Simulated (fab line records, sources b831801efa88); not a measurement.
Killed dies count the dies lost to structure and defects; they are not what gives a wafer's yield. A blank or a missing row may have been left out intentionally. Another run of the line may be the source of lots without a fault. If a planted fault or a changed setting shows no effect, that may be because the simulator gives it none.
Problem report in the 8D (eight disciplines) form, filled by code | flow gf180mcu | the parts of the form that need people (team, actions taken, sign-off) are left out

## 1. WHAT WENT WRONG
V1_CVD_02_THK at GF_V1_THK_MEAS_03 reads a mean of 676 nm on 1 wafer of 1 lot; wafers without a fault read 851 nm with a standard deviation of 14. Measured from the usual mean, that is -12 standard deviations.
The first sign was on wafer L756.1 at day 21 15:52, on film_metro-04. At this step, 36 wafers from 12 lots have a number in the record. By rule, "out" or "out of limits" means more than 4 standard deviations away from the usual mean. The other wafers with a number count as sound.

## 2. WHAT IT IS; WHAT IT IS NOT
question                    | is                | is not
which readings at this step | V1_CVD_02_THK     | -
which lots                  | L756              | L745, L746, L747, L748, L757, L759, L760, L762, L765, L766, L768
which wafers of those lots  | L756.1            | L756.5, L756.6
read on which gauges        | film_metro-04     | film_metro-02, film_metro-03
when                        | from day 21 15:52 | up to then (14 sound wafers); but 21 sound wafers of L757, L759, L760, L762, L765, L766, L768 came after

## 3. SUSPECTS, AND WHAT RULES EACH OUT
Counting: if a tool at a process step up to the reading ran every lot that is out, it stays a suspect. Sound lots after the first of them don't rule it out here, since some wafers of a struck lot are sound.
- the gauge at GF_V1_THK_MEAS_03 is ruled out. All the wafers that are out were read on film_metro-04, but those of them that GF_V1_CMP_04 has rows for are out there too, on other tools.
- pecvd-01 at GF_V1_CVD_02 (deposits SiO2 from TEOS, target thk 850 nm, time 94.851 s): kept. It ran the lot that is out, L756 (day 21 15:47).
- Within pecvd-01 at GF_V1_CVD_02: the wafers that are out ran in chamber 0; their sound lot-mates ran in chambers 1, 2.
The count leaves pecvd-01 at GF_V1_CVD_02.

## 4. THE CAUSE (what the simulator had put in)
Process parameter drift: pecvd-01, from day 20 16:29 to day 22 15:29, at GF_V1_CVD_02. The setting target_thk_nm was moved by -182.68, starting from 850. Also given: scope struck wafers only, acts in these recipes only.
Only this tool survived the counting.

## 5. THE EFFECT CHAIN, in route order
One row per reading whose mean, taken over the struck wafers that have a number, lies over 3 standard deviations from the usual. Only readings for which the record gives a usual standard deviation are gone through. hours: the time from each lot's start at the first step in this table that gives one to its start at this step, as a median over the lots. sigmas: the change in usual standard deviations.
hours | step              | reading            | usual  | on struck wafers | change | sigmas
0     | GF_V1_THK_MEAS_03 | V1_CVD_02_THK      | 851 nm | 676              | -175   | -12
0     | GF_V1_CMP_04      | time_to_endpoint_s | 78 s   | 13               | -65    | -10
Process steps it contains:
- GF_V1_CMP_04: polishes SiO2.
Later measuring or inspecting steps at which every struck wafer that the step has a row for has a number for every such reading, and none has moved that far: GF_M2_CD_MEAS_14.

## 6. HOW IT WOULD HAVE BEEN CAUGHT EARLIER
Counted from the fault's start at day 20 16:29, it took 23 hours until the first out-of-limits reading at a measuring or inspecting step in this record, taken at day 21 15:52.
Of the tool readings at GF_V1_CVD_02 for which the record gives a usual standard deviation, none was out on any struck wafer, so an alarm limit of 4 standard deviations on them would not have fired.
Each of the lots that are out, 1 in all, had begun GF_V1_CVD_02 on pecvd-01 no later than day 21 15:52. Tool hold at that time: it would have spared none of them.
